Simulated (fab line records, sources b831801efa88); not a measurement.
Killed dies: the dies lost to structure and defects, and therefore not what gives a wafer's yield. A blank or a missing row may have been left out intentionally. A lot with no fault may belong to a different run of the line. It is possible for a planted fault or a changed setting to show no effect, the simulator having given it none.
The tool behind it: which one? || flow gf180mcu || 24 lots with 72 wafers sampled at 3 steps, on a route of 602 steps

WHAT THE GAUGES SHOWED, per wafer
GF_PSD_OVL_MEAS_08.
{"lot": "L074", "measured": "day 14 04:44", "on": "overlay-02", "PSD_OVL (nm)": "-2.4 -1.9 -1.6"}
{"lot": "L075", "measured": "day 14 14:34", "on": "overlay-02", "PSD_OVL (nm)": "0.2 -0.8 0.6"}
{"lot": "L076", "measured": "day 14 22:44", "on": "overlay-02", "PSD_OVL (nm)": "-1.0 0.6 1.7"}
{"lot": "L077", "measured": "day 15 02:08", "on": "overlay-01", "PSD_OVL (nm)": "-1.8 0.9 -0.9"}
{"lot": "L078", "measured": "day 15 16:53", "on": "overlay-02", "PSD_OVL (nm)": "-1.8 -2.9 -1.8"}
{"lot": "L079", "measured": "day 15 23:40", "on": "overlay-02", "PSD_OVL (nm)": "-4.2 -2.9 -3.6"}
{"lot": "L080", "measured": "day 16 08:08", "on": "overlay-01", "PSD_OVL (nm)": "-1.6 -2.7 -3.6"}
{"lot": "L081", "measured": "day 16 13:38", "on": "overlay-02", "PSD_OVL (nm)": "-2.5 -2.3 -2.5"}
{"lot": "L082", "measured": "day 17 06:56", "on": "overlay-02", "PSD_OVL (nm)": "1.1 2.3 2.4"}
{"lot": "L083", "measured": "day 17 09:38", "on": "overlay-02", "PSD_OVL (nm)": "-3.1 -2.6 -3.2"}
{"lot": "L084", "measured": "day 17 19:29", "on": "overlay-01", "PSD_OVL (nm)": "3.7 2.5 3.8"}
{"lot": "L085", "measured": "day 18 06:38", "on": "overlay-02", "PSD_OVL (nm)": "-1.2 -0.7 0.1"}
{"lot": "L086", "measured": "day 18 08:32", "on": "overlay-01", "PSD_OVL (nm)": "1.7 2.3 0.3"}
{"lot": "L087", "measured": "day 18 20:14", "on": "overlay-02", "PSD_OVL (nm)": "-0.3 -0.3 0.2"}
{"lot": "L088", "measured": "day 19 00:41", "on": "overlay-02", "PSD_OVL (nm)": "-1.8 -1.7 -1.0"}
{"lot": "L089", "measured": "day 19 22:56", "on": "overlay-02", "PSD_OVL (nm)": "-3.6 -3.9 -3.9"}
{"lot": "L090", "measured": "day 20 02:16", "on": "overlay-01", "PSD_OVL (nm)": "-0.6 -0.9 0.8"}
{"lot": "L091", "measured": "day 20 12:11", "on": "overlay-01", "PSD_OVL (nm)": "1.5 1.2 -0.8"}
{"lot": "L092", "measured": "day 20 16:10", "on": "overlay-01", "PSD_OVL (nm)": "1.4 0.3 1.4"}
{"lot": "L093", "measured": "day 20 22:25", "on": "overlay-02", "PSD_OVL (nm)": "-0.9 -1.4 0.0"}
{"lot": "L094", "measured": "day 21 05:14", "on": "overlay-02", "PSD_OVL (nm)": "0.0 0.4 2.5"}
{"lot": "L095", "measured": "day 21 13:13", "on": "overlay-02", "PSD_OVL (nm)": "-2.1 -2.2 -0.2"}
{"lot": "L096", "measured": "day 22 02:14", "on": "overlay-01", "PSD_OVL (nm)": "-1.1 -0.4 -0.8"}
{"lot": "L097", "measured": "day 22 04:50", "on": "overlay-02", "PSD_OVL (nm)": "-0.8 -0.6 -0.8"}

GF_CONTACT_THK_MEAS_03.
{"lot": "L074", "measured": "day 15 04:17", "on": "film_metro-03", "CONTACT_CVD_02_THK (nm)": "866 883 866"}
{"lot": "L075", "measured": "day 15 13:31", "on": "film_metro-03", "CONTACT_CVD_02_THK (nm)": "860 871 882"}
{"lot": "L076", "measured": "day 15 22:44", "on": "film_metro-02", "CONTACT_CVD_02_THK (nm)": "874 854 876"}
{"lot": "L077", "measured": "day 16 01:58", "on": "film_metro-03", "CONTACT_CVD_02_THK (nm)": "858 864 878"}
{"lot": "L078", "measured": "day 16 16:43", "on": "film_metro-03", "CONTACT_CVD_02_THK (nm)": "853 861 860"}
{"lot": "L079", "measured": "day 17 00:09", "on": "film_metro-02", "CONTACT_CVD_02_THK (nm)": "849 861 870"}
{"lot": "L080", "measured": "day 17 08:58", "on": "film_metro-03", "CONTACT_CVD_02_THK (nm)": "850 853 864"}
{"lot": "L081", "measured": "day 17 14:09", "on": "film_metro-03", "CONTACT_CVD_02_THK (nm)": "852 866 864"}
{"lot": "L082", "measured": "day 18 08:08", "on": "film_metro-02", "CONTACT_CVD_02_THK (nm)": "850 867 855"}
{"lot": "L083", "measured": "day 18 10:56", "on": "film_metro-02", "CONTACT_CVD_02_THK (nm)": "867 872 875"}
{"lot": "L084", "measured": "day 18 20:49", "on": "film_metro-02", "CONTACT_CVD_02_THK (nm)": "853 872 882"}
{"lot": "L085", "measured": "day 19 07:57", "on": "film_metro-02", "CONTACT_CVD_02_THK (nm)": "867 889 867"}
{"lot": "L086", "measured": "day 19 10:12", "on": "film_metro-03", "CONTACT_CVD_02_THK (nm)": "868 868 858"}
{"lot": "L087", "measured": "day 19 22:12", "on": "film_metro-04", "CONTACT_CVD_02_THK (nm)": "852 859 863"}
{"lot": "L088", "measured": "day 20 03:16", "on": "film_metro-04", "CONTACT_CVD_02_THK (nm)": "849 848 870"}
{"lot": "L089", "measured": "day 21 00:37", "on": "film_metro-03", "CONTACT_CVD_02_THK (nm)": "867 840 881"}
{"lot": "L090", "measured": "day 21 04:04", "on": "film_metro-03", "CONTACT_CVD_02_THK (nm)": "856 856 867"}
{"lot": "L091", "measured": "day 21 13:26", "on": "film_metro-02", "CONTACT_CVD_02_THK (nm)": "826 856 853"}
{"lot": "L092", "measured": "day 21 17:59", "on": "film_metro-02", "CONTACT_CVD_02_THK (nm)": "855 839 865"}
{"lot": "L093", "measured": "day 21 23:46", "on": "film_metro-03", "CONTACT_CVD_02_THK (nm)": "847 855 868"}
{"lot": "L094", "measured": "day 22 06:13", "on": "film_metro-03", "CONTACT_CVD_02_THK (nm)": "841 844 875"}
{"lot": "L095", "measured": "day 22 14:19", "on": "film_metro-03", "CONTACT_CVD_02_THK (nm)": "846 864 875"}
{"lot": "L096", "measured": "day 23 03:40", "on": "film_metro-04", "CONTACT_CVD_02_THK (nm)": "859 867 869"}
{"lot": "L097", "measured": "day 23 05:35", "on": "film_metro-03", "CONTACT_CVD_02_THK (nm)": "863 871 856"}

GF_M1_CD_MEAS_14: the cd target is 230 nm.
{"lot": "L074", "measured": "day 17 03:03", "on": "cd_sem-02", "cd_nm (nm)": "227.5 228.6 227.9"}
{"lot": "L075", "measured": "day 17 13:22", "on": "cd_sem-01", "cd_nm (nm)": "229.2 228.6 227.3"}
{"lot": "L076", "measured": "day 17 23:25", "on": "cd_sem-02", "cd_nm (nm)": "229.6 230.5 230.5"}
{"lot": "L077", "measured": "day 18 02:04", "on": "cd_sem-02", "cd_nm (nm)": "229.0 228.4 227.5"}
{"lot": "L078", "measured": "day 18 17:23", "on": "cd_sem-01", "cd_nm (nm)": "230.3 229.3 229.1"}
{"lot": "L079", "measured": "day 19 01:15", "on": "cd_sem-01", "cd_nm (nm)": "230.1 229.9 230.9"}
{"lot": "L080", "measured": "day 19 10:34", "on": "cd_sem-02", "cd_nm (nm)": "230.0 229.7 228.6"}
{"lot": "L081", "measured": "day 19 14:34", "on": "cd_sem-01", "cd_nm (nm)": "228.5 229.4 230.1"}
{"lot": "L082", "measured": "day 20 10:22", "on": "cd_sem-02", "cd_nm (nm)": "230.3 230.2 231.1"}
{"lot": "L083", "measured": "day 20 14:12", "on": "cd_sem-01", "cd_nm (nm)": "229.0 229.7 231.7"}
{"lot": "L084", "measured": "day 20 23:01", "on": "cd_sem-01", "cd_nm (nm)": "231.7 230.8 231.3"}
{"lot": "L085", "measured": "day 21 10:19", "on": "cd_sem-01", "cd_nm (nm)": "227.4 228.6 227.0"}
{"lot": "L086", "measured": "day 21 12:07", "on": "cd_sem-01", "cd_nm (nm)": "230.7 231.1 230.1"}
{"lot": "L087", "measured": "day 21 22:54", "on": "cd_sem-01", "cd_nm (nm)": "228.7 229.2 228.2"}
{"lot": "L088", "measured": "day 22 03:46", "on": "cd_sem-02", "cd_nm (nm)": "232.5 231.0 231.2"}
{"lot": "L089", "measured": "day 23 00:35", "on": "cd_sem-02", "cd_nm (nm)": "230.6 231.6 230.8"}
{"lot": "L090", "measured": "day 23 04:28", "on": "cd_sem-02", "cd_nm (nm)": "231.0 230.8 230.7"}
{"lot": "L091", "measured": "day 23 14:08", "on": "cd_sem-01", "cd_nm (nm)": "229.8 229.4 229.3"}
{"lot": "L092", "measured": "day 23 17:46", "on": "cd_sem-02", "cd_nm (nm)": "228.2 228.0 229.1"}
{"lot": "L093", "measured": "day 23 22:27", "on": "cd_sem-02", "cd_nm (nm)": "230.4 229.9 230.8"}
{"lot": "L094", "measured": "day 24 05:19", "on": "cd_sem-01", "cd_nm (nm)": "229.2 229.0 228.5"}
{"lot": "L095", "measured": "day 24 13:22", "on": "cd_sem-01", "cd_nm (nm)": "230.4 229.6 230.6"}
{"lot": "L096", "measured": "day 25 01:43", "on": "cd_sem-02", "cd_nm (nm)": "231.6 230.7 231.3"}
{"lot": "L097", "measured": "day 25 04:04", "on": "cd_sem-01", "cd_nm (nm)": "227.4 229.2 227.7"}

EACH LOT AND THE TOOL THAT RAN IT (in order: tool; ch and the chambers of the sampled wafers; start)
Record: no process step prior to these readings.

AS READ BY THE TOOLS THEMSELVES (means over the sampled wafers that have a number; for cases with no such wafer, the mark the record gives instead)
The record holds no such reading with a usual standard deviation.

THE ANSWER, worked out from the rows above alone
Rule: the usual values come from the lots themselves. Put in order of their means at a reading, lots are off if they are a third of the lots or fewer, leave a main group of 4 or more, and stand apart from it by a gap of 3 or more times the standard deviation of the main group's means; of several such gaps the widest counts. A main group is skipped when, at the precision printed for the reading in the tables above, its means are all equal. A lot without any number at a reading at which 4 lots or more have one is off too. Any other lot the step has rows for is counted as sound. Order of review: gauges by route order, followed by the tools' own readings, for which a lot's mean as printed above is used. The first step at which some lot is off is used, and at that step the reading that is off furthest; a lot without a number counts as furthest.
No lot is off at any reading shown: from this, nothing can be told.

WHAT HAD BEEN PUT IN BY THE SIMULATOR
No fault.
